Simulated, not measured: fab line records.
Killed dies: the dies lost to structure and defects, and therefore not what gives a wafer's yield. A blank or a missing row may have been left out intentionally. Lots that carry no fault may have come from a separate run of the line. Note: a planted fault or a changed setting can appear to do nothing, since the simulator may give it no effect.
A struck lot beside a sound one ; flow sky130 ; 17 out of 708 route steps
Sound: wafers L311.1, L311.2, L311.5. Wafers struck: L329.3, L329.4, L329.6. The cause comes at the end.
Per side, at each step with rows, come the tool, then ch with its chambers, and then its first start. Under that, the readings that differ: sound wafers ; struck wafers ; difference of the means ; sigmas: that difference in standard deviations of wafers without a fault.
alike: a reading whose means differ by less than 2 such deviations, as well as words and numbers matching on both sides. not compared: withheld readings; readings where some wafer has no value; bounds like >300 that might hide an equal value; numbers whose values overlap and for which the record gives no deviation.
A row with sigmas, a row that says differs or no value, or rows on one side alone: a step with any of these is where the two part. When numbers do not overlap yet have no deviation, they are printed without sigmas and do not part them. Lack of a reading on every wafer of one side parts them only where that side has two or more wafers.

SKY_VT_ADJUST_LVTN_OVL_MEAS_07:
  sound on overlay-02, day 6 23:43; struck on overlay-01, day 12 07:10
reading;sound;struck;difference;sigmas
VT_ADJUST_LVTN_OVL (nm);2.7 4.8 4.9;-1.4 0.0 -1.5;-5.1;-3
following that, these wafers have no rows for 1 step: SKY_VT_ADJUST_LVTN_IMPLANT_08.
SKY_VT_ADJUST_LVTN_STRIP_09: strips in O2/N2.
  sound on plasma-asher-02 ch 0,1, day 6 23:55; struck on plasma-asher-02 ch 0,1, day 12 07:23
  alike: drypump-motor-current-A, oes-product-au, strip-time-to-endpoint-s
  not compared: rf-hours-counter-h
SKY_VT_ADJUST_LVTN_TW_MEAS_10:
  sound on film-metro-02, day 7 00:01; struck on film-metro-04, day 12 07:28
  alike: VT_ADJUST_LVTN_TW
then, 7 steps without rows for these wafers: SKY_VT_ADJUST_LVTN_DEHYDRATE_11 (time 60 s); SKY_VT_ADJUST_LVTN_HMDS_12 (prime time 60 s); SKY_VT_ADJUST_LVTN_COAT_13 (resist thk 1140 nm); SKY_VT_ADJUST_LVTN_SOFTBAKE_14 (time 60 s); SKY_VT_ADJUST_LVTN_EXPOSE_15 (exposes mask HVN STD DERIVED, target cd 600 nm); SKY_VT_ADJUST_LVTN_PEB_16; SKY_VT_ADJUST_LVTN_DEVELOP_17 (develop time 60 s).
SKY_VT_ADJUST_LVTN_OVL_MEAS_18:
  sound on overlay-01, day 7 18:58; struck on overlay-02, day 13 08:20
  alike: VT_ADJUST_LVTN_01_OVL
SKY_VT_ADJUST_LVTN_IMPLANT_19:
  sound on implanter-03 ch 0, day 7 18:59; struck on implanter-03 ch 0, day 13 08:25
reading;sound;struck;difference;sigmas
dose-ions-cm2;6.496e+11 6.488e+11 6.492e+11;4.816e+11 4.813e+11 4.82e+11;-1.676e+11;-99 or more
faraday-current-uA;3.63 3.62 3.71;2.62 2.77 2.74;-0.94;-13
SKY_VT_ADJUST_LVTN_STRIP_20: strips in O2/N2.
  sound on plasma-asher-04 ch 0,1, day 7 19:08; struck on plasma-asher-04 ch 0,1, day 13 08:32
  alike: drypump-motor-current-A, oes-product-au, strip-time-to-endpoint-s
  not compared: rf-hours-counter-h
SKY_VT_ADJUST_LVTN_TW_MEAS_21:
  sound on film-metro-01, day 7 19:14; struck on film-metro-02, day 13 08:38
reading;sound;struck;difference;sigmas
VT_ADJUST_LVTN_2_TW;189.1 188.3 188.7;173.0 172.6 173.3;-15.7;-10
then, 1 step without rows for these wafers: SKY_VT_ADJUST_NCORE_DEHYDRATE_00 (time 60 s).
-- a jump in the record: the struck wafers' starts before and after are 37 days apart (it breaks off in module VT_ADJUST_NCORE and resumes in module PAD_OPEN, where the first step shown is number 708 of the route) --
SKY_PAD_OPEN_PROBE_99:
  sound on prober-01, day 45 15:49; struck on prober-01, day 50 11:14
reading;sound;struck;difference;sigmas
model.etest.res-pwell-under-gate.rs-ohm-sq;2264 2282 2287;2307 2298 2321;+31;
model.etest.nfet-g5v0d10v5.body-rise-v (V);0.667 0.6658 0.6652;0.6484 0.642 0.6444;-0.0211;
model.etest.nfet_16v.body-rise-v (V);0.6625 0.6614 0.6585;0.6436 0.6353 0.639;-0.0215;
model.etest.nfet-g5v0d10v5.vt-sat-v (V);0.7527 0.7651 0.7478;0.7339 0.7436 0.7395;-0.0162;
  alike: killed_at_M0_to_M3, killed_at_M4_up, killed-at-contacts, killed-at-front-end, killed-at-other, killed-dies, killed-open, killed-short
  not compared: model.etest.nfet-g5v0d10v5.vt-v

## WHERE THEY PART
Last at SKY_VT_ADJUST_LVTN_TW_MEAS_21 as far as this record goes, first at SKY_VT_ADJUST_LVTN_OVL_MEAS_07. Later steps at which nothing parts them and some readings are alike: SKY_PAD_OPEN_PROBE_99.

WHY: the cause the simulator had injected
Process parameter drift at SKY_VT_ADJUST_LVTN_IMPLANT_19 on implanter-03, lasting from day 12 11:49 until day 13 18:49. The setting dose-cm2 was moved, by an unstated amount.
